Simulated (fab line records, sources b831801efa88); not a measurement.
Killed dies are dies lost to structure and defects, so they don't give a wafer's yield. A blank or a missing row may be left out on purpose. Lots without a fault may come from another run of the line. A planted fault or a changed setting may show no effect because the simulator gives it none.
Chamber matching | flow gf180mcu | GF_V4_CVD_02 on pecvd-03: 3 sister chambers
The step deposits SiO2 from TEOS, target thk 850 nm, time 94.851 s. 6 wafers are shown with their chamber, then 9 later ones without.

WAFERS WITH THEIR CHAMBER
wafer  | chamber | heater_power_w (W)
L083.2 | 1       | 849
L094.1 | 1       | 795
L094.2 | 0       | 574
L095.3 | 2       | 687
L095.5 | 0       | 581
L095.6 | 2       | 690

WAFERS WITHOUT THEIR CHAMBER
wafer  | heater_power_w (W)
L096.2 | 563
L096.3 | 635
L096.4 | 830
L097.1 | 824
L097.2 | 711
L097.3 | 521
L097.4 | 573
L097.5 | 587
L097.6 | 870

WHICH CHAMBER EACH WENT THROUGH
wafer  | from the rows above     | in truth
L096.2 | 0                       | 0
L096.3 | can't be placed: 2 or 0 | 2
L096.4 | 1                       | 1
L097.1 | 1                       | 1
L097.2 | 2                       | 2
L097.3 | 0                       | 0
L097.4 | 0                       | 0
L097.5 | 0                       | 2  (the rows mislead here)
L097.6 | 1                       | 1
Placed correctly: 7 of 9. Can't be placed from these rows: 1 (the true chamber is among the candidates in 1). Placed wrongly: 1.
How it was worked out, from the rows above alone: a wafer's distance from a chamber is the root of the sum, over the readings, of the square of ((its reading less the chamber's mean) divided by the reading's scatter). The wafer belongs to the nearest chamber; if the next one is less than 2 further off, it can't be placed. A chamber's mean is the mean of its shown wafers. The scatter: the root of (the sum of the squares of (reading less its chamber's mean) over the shown wafers, divided by (wafers less chambers)).
